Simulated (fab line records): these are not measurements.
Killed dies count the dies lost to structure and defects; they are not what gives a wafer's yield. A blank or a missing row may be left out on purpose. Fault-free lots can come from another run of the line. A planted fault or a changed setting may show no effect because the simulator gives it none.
fab line records ; flow sky130
[record] lots = 5; wafers = 23
route steps=708 shown VT_ADJUST_HVTR@140 SONOS_TUNNEL@158 SONOS_ONO@170 GATE_OXIDE@192 RES_PROTECT@209 POLY_GATE@213
start-h: hours from the record's first day to the start of the lot's first wafer shown ; wait-h: time in hours since the lot's previous step ; " repeats the value in the row above ; L1.1+2: several wafers, shown together as one row ; - no value, or no start was given ; * or withheld: withheld ; < > ~ a bound
route shown NAME@n: NAME is a module with steps in the file, n the number in the route of the first one ; usual: mean and standard deviation over wafers with no fault ; same: alike in all rows ; chamber/n: place in a boat ; sites: the reading at each site ; _std_site: standard deviation across them ; _edge_site: inner sites' mean taken away from outer sites' mean ; radius-mm: for every site, how far away it sits from the centre of the wafer ; mask NAME#n: copy n ; behind: the most recent tool/chamber to have shaped the wafer ; hold: reason for holding the lot/hours on hold/outcome of the hold ; device: the n, p or np transistor that did not switch ; end of line: tests of these same wafers at the route's end ; a step given without rows: its recipe and nothing more ; killed: dies lost to structure and defects at the first sort, not the wafer's yield ; map: per-die view of a wafer (x killed, . not killed, _ where there is no die)
set.NAME: the setting that was run; set.NAME@STEP: the one run at that earlier step ; model.NAME: the simulator's own value behind a step, which no gauge read
lots with deliberately changed settings; one table per step, one row per wafer
[[steps]]
[step SKY_VT_ADJUST_HVTR_IMPLANT_09]
[recipe] species = B; energy-kev = 10; dose-cm2 = 2.1e+12; tilt-deg = withheld
lot.wafer;tool;chamber;start-h;wait-h;set.energy-kev;model.implant.rp-nm;model.implant.drp-nm
L076.2+3+6;implanter-03;0;226.04;0.0;10;33.76;17.11
L076.4+5;implanter-03;0;226.04;0.0;9.602;32.65;16.64
L079.1+2+3+4+5;implanter-03;0;238.49;0.0;10;32.07;17.11
L080.1+4+6;implanter-03;0;250.93;0.0;10;33.37;17.11
L080.3+5;implanter-03;0;250.93;0.0;10.51;35.04;17.72
L081.1+2+6;implanter-02;0;261.48;0.0;10;33.83;17.11
L085.1+2+4+5+6;implanter-04;0;283.49;0.0;10;33.88;17.11
[step SKY_VT_ADJUST_HVTR_STRIP_10]
[recipe] chemistry = O2/N2; power-w = 1400; pressure-mtorr = 1500; platen-temp-c = withheld; o2-flow-sccm = 3000; n2-flow-sccm = 300; overash-fraction = 0.5
[usual] strip-time-to-endpoint-s = 14.13/0.044
lot.wafer;tool;chamber;start-h;wait-h;set.spin-rpm@VT_ADJUST_HVTR_COAT_02;strip-time-to-endpoint-s
L076.2;plasma-asher-01;0;226.16;0.1;3000;14.19
L076.3;plasma-asher-01;1;226.16;0.1;3063;14.03
L076.4;plasma-asher-01;0;226.16;0.1;3000;14.13
L076.5;plasma-asher-01;0;226.16;0.1;3063;14.05
L076.6;plasma-asher-01;1;226.16;0.1;3000;14.19
L079.1;plasma-asher-01;0;238.64;0.1;3100;13.92
L079.2;plasma-asher-01;1;238.64;0.1;3100;13.94
L079.3;plasma-asher-01;0;238.64;0.1;3000;14.18
L079.4;plasma-asher-01;1;238.64;0.1;3100;13.92
L079.5;plasma-asher-01;1;238.64;0.1;3000;14.14
L080.1;plasma-asher-01;0;251.08;0.1;2922;14.37
L080.3;plasma-asher-01;1;251.08;0.1;3000;14.16
L080.4;plasma-asher-01;0;251.08;0.1;2922;14.33
L080.5;plasma-asher-01;1;251.08;0.1;2922;14.33
L080.6;plasma-asher-01;0;251.08;0.1;3000;14.18
L081.1;plasma-asher-01;1;261.63;0.1;3000;14.09
L081.2;plasma-asher-01;0;261.63;0.1;3000;14.08
L081.6;plasma-asher-01;0;261.63;0.1;3000;14.12
L085.1;plasma-asher-04;0;283.64;0.1;3000;14.13
L085.2;plasma-asher-04;1;283.64;0.1;3000;14.17
L085.4;plasma-asher-04;1;283.64;0.1;3000;14.16
L085.5;plasma-asher-04;0;283.64;0.1;3000;14.11
L085.6;plasma-asher-04;1;283.64;0.1;3000;14.14
[step SKY_SONOS_TUNNEL_EXPOSE_04]
[recipe] mask-id = TUNM; na = 0.6; source-shape = conventional; sigma-outer = 0.6; polarization = unpolarized; target-cd-nm = 410; dose-mj = 136
lot.wafer;tool;chamber;start-h;wait-h;mask;set.dose-mj
L076.2+6;iline-stepper-02;0;-;-;TUNM#0;136
L076.3+4+5;iline-stepper-02;0;-;-;TUNM#0;140.9
L079.1+2+5;iline-stepper-01;0;-;-;TUNM#0;136
L079.3+4;iline-stepper-01;0;-;-;TUNM#0;139.5
L080.1+3+4+5+6;iline-stepper-01;0;-;-;TUNM#0;136
L081.1+2+6;iline-stepper-01;0;-;-;TUNM#0;136
L085.1+5+6;iline-stepper-01;0;-;-;TUNM#0;125.8
L085.2+4;iline-stepper-01;0;-;-;TUNM#0;136
[step SKY_SONOS_TUNNEL_DEVELOP_06]
[recipe] resist = NOVOLAK; developer = TMAH; develop-time-s = 60; dev-temp-c = 23
lot.wafer;tool;chamber;start-h;wait-h;set.develop-time-s
L076.2+3+4+5+6;litho-track-04;0;274.88;0.1;60
L079.1+2+3+4+5;litho-track-01;0;287.12;0.1;60
L080.1+6;litho-track-01;0;299.82;0.1;60
L080.3+4+5;litho-track-01;0;299.82;0.1;63.12
L081.1+2+6;litho-track-01;0;311.32;0.1;60
L085.1+4+5;litho-track-04;0;335.06;0.1;63.31
L085.2+6;litho-track-04;0;335.06;0.1;60
[step SKY_SONOS_TUNNEL_CD_MEAS_07]
[recipe] target-cd-nm = 410
[usual] cd-nm = 410.8/2.4
lot.wafer;tool;chamber;start-h;wait-h;set.dose-mj@SONOS_TUNNEL_EXPOSE_04;cd-nm
L076.2;cd-sem-01;-;275.03;0.1;136;414.2
L076.3;cd-sem-01;-;275.03;0.1;140.9;425.6
L076.4;cd-sem-01;-;275.03;0.1;140.9;423.8
L076.5;cd-sem-01;-;275.03;0.1;140.9;426.5
L076.6;cd-sem-01;-;275.03;0.1;136;415.3
L079.1;cd-sem-02;-;287.27;0.1;136;410.7
L079.2;cd-sem-02;-;287.27;0.1;136;411.0
L079.3;cd-sem-02;-;287.27;0.1;139.5;419.5
L079.4;cd-sem-02;-;287.27;0.1;139.5;419.2
L079.5;cd-sem-02;-;287.27;0.1;136;412.8
L080.1;cd-sem-01;-;299.97;0.1;136;411.6
L080.3;cd-sem-01;-;299.97;0.1;136;417.4
L080.4;cd-sem-01;-;299.97;0.1;136;417.5
L080.5;cd-sem-01;-;299.97;0.1;136;416.4
L080.6;cd-sem-01;-;299.97;0.1;136;413.2
L081.1;cd-sem-02;-;311.47;0.1;136;408.7
L081.2;cd-sem-02;-;311.47;0.1;136;409.4
L081.6;cd-sem-02;-;311.47;0.1;136;408.1
L085.1;cd-sem-01;-;335.21;0.1;125.8;389.8
L085.2;cd-sem-01;-;335.21;0.1;136;409.7
L085.4;cd-sem-01;-;335.21;0.1;136;414.1
L085.5;cd-sem-01;-;335.21;0.1;125.8;391.9
L085.6;cd-sem-01;-;335.21;0.1;125.8;386.2
[step SKY_SONOS_ONO_CVD_02]
[recipe] material = Si3N4; precursor = DCS/NH3; target-thk-nm = 10.5; temp-c = 770; time-s = 180; pressure-mtorr = 250
lot.wafer;tool;chamber;start-h;wait-h;set.time-s;model.Si3N4_of_SONOS_ONO_CVD_02.thk-nm
L076.2;-;-;-;0.0;199.5;11.58
L076.3;-;-;-;0.0;199.5;11.61
L076.4;-;-;-;0.0;199.5;11.68
L076.5;-;-;-;0.0;199.5;11.64
L076.6;-;-;-;0.0;199.5;11.71
L079.1;-;-;-;0.8;180;10.23
L079.2;-;-;-;0.8;180;10.35
L079.3;-;-;-;0.8;180;10.18
L079.4;-;-;-;0.8;180;10.25
L079.5;-;-;-;0.8;180;10.3
L080.1;-;-;-;0.5;180;10.27
L080.3;-;-;-;0.5;180;10.51
L080.4;-;-;-;0.5;180;10.35
L080.5;-;-;-;0.5;180;10.38
L080.6;-;-;-;0.5;180;10.4
L081.1;lpcvd-02;0;314.11;0.5;180;10.36
L081.2;lpcvd-02;0;314.11;0.5;180;10.28
L081.6;lpcvd-02;0;314.11;0.5;180;10.41
L085.1+6;-;-;-;90.5;189;10.87
L085.2;-;-;-;90.5;189;10.93
L085.4;-;-;-;90.5;189;10.89
L085.5;-;-;-;90.5;189;10.8
[step SKY_SONOS_ONO_THK_MEAS_03]
[recipe] reads = Si3N4_of_SONOS_ONO_CVD_02
[usual] SONOS_ONO_CVD_02_THK = 10.37/0.14
lot.wafer;tool;chamber;start-h;wait-h;set.time-s@SONOS_ONO_CVD_02;SONOS_ONO_CVD_02_THK[nm]
L076.2;film-metro-03;-;-;-;199.5;11.61
L076.3;film-metro-03;-;-;-;199.5;11.59
L076.4;film-metro-03;-;-;-;199.5;11.68
L076.5;film-metro-03;-;-;-;199.5;11.63
L076.6;film-metro-03;-;-;-;199.5;11.70
L079.1;film-metro-03;-;-;-;180;10.22
L079.2;film-metro-03;-;-;-;180;10.40
L079.3;film-metro-03;-;-;-;180;10.20
L079.4;film-metro-03;-;-;-;180;10.24
L079.5;film-metro-03;-;-;-;180;10.28
L080.1;film-metro-02;-;-;-;180;10.27
L080.3;film-metro-02;-;-;-;180;10.51
L080.4;film-metro-02;-;-;-;180;10.35
L080.5;film-metro-02;-;-;-;180;10.39
L080.6;film-metro-02;-;-;-;180;10.44
L081.1;film-metro-01;-;315.16;0.0;180;10.32
L081.2;film-metro-01;-;315.16;0.0;180;10.28
L081.6;film-metro-01;-;315.16;0.0;180;10.42
L085.1;film-metro-03;-;-;-;189;10.89
L085.2;film-metro-03;-;-;-;189;11.01
L085.4;film-metro-03;-;-;-;189;10.88
L085.5;film-metro-03;-;-;-;189;10.83
L085.6;film-metro-03;-;-;-;189;10.88
[step SKY_SONOS_ONO_EXPOSE_10]
[recipe] mask-id = ONOM; target-cd-nm = 410; na = 0.6; source-shape = conventional; sigma-outer = 0.6; dose-mj = 150
lot.wafer;tool;chamber;start-h;wait-h;mask;set.dose-mj
L076.2+4+5;iline-stepper-01;0;-;-;ONOM#0;142.8
L076.3+6;iline-stepper-01;0;-;-;ONOM#0;150
L079.1+3+5;iline-stepper-02;0;-;-;ONOM#0;139.8
L079.2+4;iline-stepper-02;0;-;-;ONOM#0;150
L080.1+3;iline-stepper-02;0;-;-;ONOM#0;142.9
L080.4+5+6;iline-stepper-02;0;-;-;ONOM#0;150
L081.1+2+6;iline-stepper-02;0;-;-;ONOM#0;150
L085.1+2+4;iline-stepper-02;0;-;-;ONOM#0;154.2
L085.5+6;iline-stepper-02;0;-;-;ONOM#0;150
[step SKY_SONOS_ONO_PEB_11]
[recipe] temp-c = withheld; time-s = *; resist = NOVOLAK
[step SKY_SONOS_ONO_DEVELOP_12]
[recipe] develop-time-s = 60; dev-temp-c = 23
[step SKY_SONOS_ONO_CD_MEAS_13]
[recipe] target-cd-nm = 410
[usual] cd-nm = 409.7/2.2
lot.wafer;tool;chamber;start-h;wait-h;set.dose-mj@SONOS_ONO_EXPOSE_10;cd-nm
L076.2;cd-sem-01;-;307.13;0.1;142.8;423.3
L076.3;cd-sem-01;-;307.13;0.1;150;407.0
L076.4;cd-sem-01;-;307.13;0.1;142.8;420.7
L076.5;cd-sem-01;-;307.13;0.1;142.8;423.8
L076.6;cd-sem-01;-;307.13;0.1;150;407.1
L079.1;cd-sem-01;-;318.96;0.1;139.8;431.7
L079.2;cd-sem-01;-;318.96;0.1;150;411.6
L079.3;cd-sem-01;-;318.96;0.1;139.8;429.6
L079.4;cd-sem-01;-;318.96;0.1;150;411.9
L079.5;cd-sem-01;-;318.96;0.1;139.8;432.3
L080.1;cd-sem-01;-;331.88;0.1;142.9;424.3
L080.3;cd-sem-01;-;331.88;0.1;142.9;424.0
L080.4;cd-sem-01;-;331.88;0.1;150;406.6
L080.5;cd-sem-01;-;331.88;0.1;150;410.9
L080.6;cd-sem-01;-;331.88;0.1;150;408.8
L081.1;cd-sem-02;-;342.77;0.1;150;410.1
L081.2;cd-sem-02;-;342.77;0.1;150;411.3
L081.6;cd-sem-02;-;342.77;0.1;150;411.2
L085.1;cd-sem-02;-;460.66;0.2;154.2;401.4
L085.2;cd-sem-02;-;460.66;0.2;154.2;401.9
L085.4;cd-sem-02;-;460.66;0.2;154.2;399.0
L085.5;cd-sem-02;-;460.66;0.2;150;407.9
L085.6;cd-sem-02;-;460.66;0.2;150;405.9
[step SKY_SONOS_ONO_ETCH_15]
[recipe] target-depth-nm = 19.52; chemistry = CHF3/O2; source-w = 600; bias-w = 200; pressure-mtorr = 40; chf3-flow-sccm = 50; O2_flow_sccm = 5; time-s = 7.8
lot.wafer;tool;chamber;start-h;wait-h;set.dose-mj@SONOS_ONO_EXPOSE_10;model.SONOS_ONO.cd-nm
L076.2;rie-diel-01;0;307.26;0.0;142.8;423.3
L076.3;rie-diel-01;2;307.26;0.0;150;406.9
L076.4;rie-diel-01;3;307.26;0.0;142.8;420.5
L076.5;rie-diel-01;0;307.26;0.0;142.8;423.4
L076.6;rie-diel-01;3;307.26;0.0;150;406.7
L079.1;rie-diel-01;1;319.11;0.0;139.8;431.7
L079.2;rie-diel-01;0;319.11;0.0;150;411.7
L079.3;rie-diel-01;2;319.11;0.0;139.8;429.1
L079.4;rie-diel-01;3;319.11;0.0;150;411.9
L079.5;rie-diel-01;2;319.11;0.0;139.8;432
L080.1;rie-diel-01;3;332.03;0.0;142.9;424.1
L080.3;rie-diel-01;2;332.03;0.0;142.9;423.2
L080.4;rie-diel-01;1;332.03;0.0;150;406.4
L080.5;rie-diel-01;2;332.03;0.0;150;410.7
L080.6;rie-diel-01;1;332.03;0.0;150;408.3
L081.1;rie-diel-01;1;342.93;0.0;150;409.9
L081.2;rie-diel-01;0;342.93;0.0;150;411.3
L081.6;rie-diel-01;0;342.93;0.0;150;411.1
L085.1;rie-diel-03;2;460.81;0.0;154.2;401.2
L085.2;rie-diel-03;0;460.81;0.0;154.2;401.9
L085.4;rie-diel-03;3;460.81;0.0;154.2;-
L085.5;rie-diel-03;0;460.81;0.0;150;408.1
L085.6;rie-diel-03;1;460.81;0.0;150;406.2
[step SKY_SONOS_ONO_WET_ETCH_16]
[recipe] chemistry = dHF; target-depth-nm = 14; dry = n2-spin; target = SiO2; dilution = 100:1; temp-c = 25; time-s = 280
lot.wafer;tool;chamber;start-h;wait-h;set.temp-c;model.SiO2_of_FIELD_ISO_CVD_24.thk-nm
L076.2;-;-;-;0.0;25;385.8
L076.3;-;-;-;0.0;25;384.6
L076.4;-;-;-;0.0;25;383.9
L076.5;-;-;-;0.0;25;386.6
L076.6;-;-;-;0.0;25;386.2
L079.1+5;-;-;-;0.0;21.28;388.2
L079.2;-;-;-;0.0;21.28;386.8
L079.3;-;-;-;0.0;21.28;388.3
L079.4;-;-;-;0.0;21.28;388.8
L080.1;-;-;-;0.0;28.63;381
L080.3;-;-;-;0.0;28.63;382.7
L080.4;-;-;-;0.0;28.63;380.9
L080.5;-;-;-;0.0;28.63;382.1
L080.6;-;-;-;0.0;28.63;382
L081.1;wet-bench-03;2;342.95;0.0;25;385.5
L081.2;wet-bench-03;2;342.95;0.0;25;385
L081.6;wet-bench-03;2;342.95;0.0;25;385.8
L085.1;-;-;-;0.0;26.96;382
L085.2;-;-;-;0.0;26.96;381
L085.4;-;-;-;0.0;26.96;382.7
L085.5;-;-;-;0.0;26.96;382.1
L085.6;-;-;-;0.0;26.96;381.1
[step SKY_GATE_OXIDE_COAT_05]
[recipe] resist = NOVOLAK; spin-rpm = 3000; resist-thk-nm = 1140
lot.wafer;tool;chamber;start-h;wait-h;set.resist-thk-nm;model.NOVOLAK_of_GATE_OXIDE_COAT_05.thk-nm
L076.2;litho-track-02;0;322.10;0.1;1108;1108
L076.3;litho-track-02;0;322.10;0.1;1108;1111
L076.4;litho-track-02;0;322.10;0.1;1108;1110
L076.5;litho-track-02;0;322.10;0.1;1140;1142
L076.6;litho-track-02;0;322.10;0.1;1140;1140
L079.1;litho-track-02;0;333.33;0.1;1082;1084
L079.2+3;litho-track-02;0;333.33;0.1;1140;1145
L079.4;litho-track-02;0;333.33;0.1;1140;1147
L079.5;litho-track-02;0;333.33;0.1;1082;1087
L080.1;litho-track-04;0;347.76;0.1;1166;1159
L080.3;litho-track-04;0;347.76;0.1;1166;1163
L080.4;litho-track-04;0;347.76;0.1;1166;1161
L080.5;litho-track-04;0;347.76;0.1;1140;1134
L080.6;litho-track-04;0;347.76;0.1;1140;1133
L081.1+2;litho-track-04;0;356.96;0.1;1140;1140
L081.6;litho-track-04;0;356.96;0.1;1140;1138
L085.1;litho-track-02;0;474.83;0.1;1140;1139
L085.2;litho-track-02;0;474.83;0.1;1140;1136
L085.4+5+6;litho-track-02;0;474.83;0.1;1115;1115
[step SKY_GATE_OXIDE_SOFTBAKE_06]
[recipe] temp-c = 90; time-s = 60; resist = NOVOLAK
[step SKY_GATE_OXIDE_EXPOSE_07]
[recipe] mask-id = LVOM; na = 0.6; source-shape = conventional; sigma-outer = 0.6; polarization = unpolarized; target-cd-nm = 600; dose-mj = 170
[step SKY_GATE_OXIDE_IMPLANT_11]
[recipe] species = B; energy-kev = 10; dose-cm2 = 2.6e+12; tilt-deg = withheld
[step SKY_GATE_OXIDE_WET_ETCH_12]
[recipe] chemistry = dHF; target-depth-nm = 16.8; dry = n2-spin; target = SiO2; dilution = 100:1; temp-c = 25; time-s = 336
[step SKY_GATE_OXIDE_STRIP_13]
[recipe] chemistry = O2/N2; power-w = 1400; pressure-mtorr = 1500; platen-temp-c = withheld; o2-flow-sccm = 3000; n2-flow-sccm = 300; overash-fraction = 0.5
[usual] strip-time-to-endpoint-s = 14.17/0.04
lot.wafer;tool;chamber;start-h;wait-h;set.resist-thk-nm@GATE_OXIDE_COAT_05;strip-time-to-endpoint-s
L076.2;plasma-asher-03;0;335.47;0.0;1108;13.80
L076.3;plasma-asher-03;0;335.47;0.0;1108;13.83
L076.4;plasma-asher-03;1;335.47;0.0;1108;13.82
L076.5;plasma-asher-03;0;335.47;0.0;1140;14.20
L076.6;plasma-asher-03;1;335.47;0.0;1140;14.17
L079.1;plasma-asher-02;1;347.12;0.0;1082;13.51
L079.2;plasma-asher-02;0;347.12;0.0;1140;14.24
L079.3;plasma-asher-02;0;347.12;0.0;1140;14.22
L079.4;plasma-asher-02;1;347.12;0.0;1140;14.27
L079.5;plasma-asher-02;0;347.12;0.0;1082;13.54
L080.1;plasma-asher-03;0;360.31;0.0;1166;14.37
L080.3;plasma-asher-03;0;360.31;0.0;1166;14.42
L080.4;plasma-asher-03;1;360.31;0.0;1166;14.39
L080.5;plasma-asher-03;0;360.31;0.0;1140;14.11
L080.6;plasma-asher-03;1;360.31;0.0;1140;14.10
L081.1;plasma-asher-01;0;369.92;0.0;1140;14.18
L081.2;plasma-asher-01;1;369.92;0.0;1140;14.18
L081.6;plasma-asher-01;0;369.92;0.0;1140;14.16
L085.1;plasma-asher-01;0;490.97;0.0;1140;14.17
L085.2;plasma-asher-01;1;490.97;0.0;1140;14.13
L085.4;plasma-asher-01;1;490.97;0.0;1115;13.87
L085.5;plasma-asher-01;0;490.97;0.0;1115;13.88
L085.6;plasma-asher-01;1;490.97;0.0;1115;13.91
[step SKY_RES_PROTECT_SOFTBAKE_03]
[recipe] temp-c = 90; time-s = 60; resist = NOVOLAK
lot.wafer;tool;chamber;start-h;wait-h;set.temp-c
L076.2+3+5;litho-track-01;0;351.90;0.1;91.18
L076.4+6;litho-track-01;0;351.90;0.1;90
L079.1+3;litho-track-01;0;362.47;0.1;93.71
L079.2+4+5;litho-track-01;0;362.47;0.1;90
L080.1+3+4+5+6;litho-track-01;0;374.82;0.1;90
L081.1+2+6;litho-track-02;0;383.23;0.1;90
L085.1+4+6;litho-track-01;0;507.57;0.1;86.95
L085.2+5;litho-track-01;0;507.57;0.1;90
[step SKY_RES_PROTECT_EXPOSE_04]
[recipe] mask-id = RPM; na = 0.6; source-shape = conventional; sigma-outer = 0.6; polarization = unpolarized; target-cd-nm = 1270; dose-mj = 131
[step SKY_RES_PROTECT_PEB_05]
[recipe] temp-c = withheld; time-s = *; resist = NOVOLAK
[step SKY_RES_PROTECT_DEVELOP_06]
[recipe] resist = NOVOLAK; developer = TMAH; develop-time-s = 60; dev-temp-c = 23
lot.wafer;tool;chamber;start-h;wait-h;set.temp-c@RES_PROTECT_SOFTBAKE_03;model.NOVOLAK_of_RES_PROTECT_COAT_02.thk-nm
L076.2;litho-track-02;0;364.10;0.1;91.18;1139
L076.3;litho-track-02;0;364.10;0.1;91.18;1137
L076.4;litho-track-02;0;364.10;0.1;90;1142
L076.5;litho-track-02;0;364.10;0.1;91.18;1134
L076.6;litho-track-02;0;364.10;0.1;90;1143
L079.1;litho-track-01;0;374.22;0.1;93.71;1131
L079.2;litho-track-01;0;374.22;0.1;90;1144
L079.3;litho-track-01;0;374.22;0.1;93.71;1128
L079.4;litho-track-01;0;374.22;0.1;90;1143
L079.5;litho-track-01;0;374.22;0.1;90;1146
L080.1;litho-track-01;0;385.22;0.1;90;1140
L080.3;litho-track-01;0;385.22;0.1;90;1141
L080.4;litho-track-01;0;385.22;0.1;90;1138
L080.5;litho-track-01;0;385.22;0.1;90;1136
L080.6;litho-track-01;0;385.22;0.1;90;1139
L081.1;litho-track-02;0;393.88;0.1;90;1142
L081.2;litho-track-02;0;393.88;0.1;90;1141
L081.6;litho-track-02;0;393.88;0.1;90;1143
L085.1;litho-track-03;0;523.39;0.1;86.95;1150
L085.2;litho-track-03;0;523.39;0.1;90;1142
L085.4;litho-track-03;0;523.39;0.1;86.95;1152
L085.5;litho-track-03;0;523.39;0.1;90;1141
L085.6;litho-track-03;0;523.39;0.1;86.95;1151
[step SKY_POLY_GATE_IMPLANT_02]
[recipe] species = P; energy-kev = 30; dose-cm2 = 7.7e+15; tilt-deg = 0
[step SKY_RES_PROTECT_STRIP_07]
[recipe] chemistry = O2/N2; power-w = 1400; pressure-mtorr = 1500; platen-temp-c = withheld; o2-flow-sccm = 3000; n2-flow-sccm = 300; overash-fraction = 0.5
[usual] strip-time-to-endpoint-s = 23.29/0.036
lot.wafer;tool;chamber;start-h;wait-h;set.temp-c@RES_PROTECT_SOFTBAKE_03;strip-time-to-endpoint-s
L076.2;plasma-asher-01;1;364.38;0.1;91.18;23.26
L076.3;plasma-asher-01;1;364.38;0.1;91.18;23.25
L076.4;plasma-asher-01;0;364.38;0.1;90;23.31
L076.5;plasma-asher-01;1;364.38;0.1;91.18;23.22
L076.6;plasma-asher-01;0;364.38;0.1;90;23.34
L079.1;plasma-asher-01;1;374.52;0.1;93.71;23.14
L079.2;plasma-asher-01;0;374.52;0.1;90;23.33
L079.3;plasma-asher-01;0;374.52;0.1;93.71;23.15
L079.4;plasma-asher-01;1;374.52;0.1;90;23.30
L079.5;plasma-asher-01;1;374.52;0.1;90;23.31
L080.1;plasma-asher-04;0;385.52;0.1;90;23.26
L080.3;plasma-asher-04;1;385.52;0.1;90;23.29
L080.4;plasma-asher-04;0;385.52;0.1;90;23.27
L080.5;plasma-asher-04;1;385.52;0.1;90;23.24
L080.6;plasma-asher-04;0;385.52;0.1;90;23.27
L081.1;plasma-asher-04;1;394.18;0.1;90;23.33
L081.2;plasma-asher-04;0;394.18;0.1;90;23.29
L081.6;plasma-asher-04;1;394.18;0.1;90;23.34
L085.1;plasma-asher-04;1;523.69;0.1;86.95;23.35
L085.2;plasma-asher-04;0;523.69;0.1;90;23.32
L085.4;plasma-asher-04;0;523.69;0.1;86.95;23.36
L085.5;plasma-asher-04;0;523.69;0.1;90;23.28
L085.6;plasma-asher-04;1;523.69;0.1;86.95;23.38
[[key]]
[split] step = SKY_VT_ADJUST_HVTR_IMPLANT_09; setting = energy-kev; stated = 10; by = wafer
[response] step = SKY_VT_ADJUST_HVTR_IMPLANT_09; reading = model.implant.rp-nm; change = +0.309; per = 1%; r = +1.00
[response] step = SKY_VT_ADJUST_HVTR_IMPLANT_09; reading = model.implant.drp-nm; change = +0.119; per = 1%; r = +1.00
[split] step = SKY_SONOS_TUNNEL_EXPOSE_04; setting = dose-mj; stated = 136; by = wafer
[response] step = SKY_SONOS_TUNNEL_CD_MEAS_07; reading = cd-nm; change = +2.99; per = 1%; r = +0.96
[split] step = SKY_SONOS_TUNNEL_DEVELOP_06; setting = develop-time-s; stated = 60; by = wafer
response none clear
[split] step = SKY_SONOS_ONO_CVD_02; setting = time-s; stated = 180; by = lot
[response] step = SKY_SONOS_ONO_CVD_02; reading = model.Si3N4_of_SONOS_ONO_CVD_02.thk-nm; change = +0.12; per = 1%; r = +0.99
[response] step = SKY_SONOS_ONO_THK_MEAS_03; reading = SONOS_ONO_CVD_02_THK; change = +0.12; per = 1%; r = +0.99
[split] step = SKY_SONOS_ONO_EXPOSE_10; setting = dose-mj; stated = 150; by = wafer
[response] step = SKY_SONOS_ONO_CD_MEAS_13; reading = cd-nm; change = -2.99; per = 1%; r = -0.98
[response] step = SKY_SONOS_ONO_ETCH_15; reading = model.SONOS_ONO.cd-nm; change = -2.95; per = 1%; r = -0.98
[split] step = SKY_SONOS_ONO_WET_ETCH_16; setting = temp-c; stated = 25; by = lot
[response] step = SKY_SONOS_ONO_WET_ETCH_16; reading = model.SiO2_of_FIELD_ISO_CVD_24.thk-nm; change = -0.235; per = 1%; r = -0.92
[split] step = SKY_GATE_OXIDE_COAT_05; setting = resist-thk-nm; stated = 1140; by = wafer
[response] step = SKY_GATE_OXIDE_COAT_05; reading = model.NOVOLAK_of_GATE_OXIDE_COAT_05.thk-nm; change = +11.6; per = 1%; r = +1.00
[response] step = SKY_GATE_OXIDE_STRIP_13; reading = strip-time-to-endpoint-s; change = *; per = 1%; r = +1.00
[split] step = SKY_RES_PROTECT_SOFTBAKE_03; setting = temp-c; stated = 90; by = wafer
[response] step = SKY_RES_PROTECT_DEVELOP_06; reading = model.NOVOLAK_of_RES_PROTECT_COAT_02.thk-nm; change = -3.3; per = 1%; r = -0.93
[response] step = SKY_RES_PROTECT_STRIP_07; reading = strip-time-to-endpoint-s; change = *; per = 1%; r = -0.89
split outside-this-file step=SKY_VT_ADJUST_HVTR_COAT_02 setting=spin-rpm
// split outside-this-file: this setting was split too, and the file shows its column; the key of that split is in another file
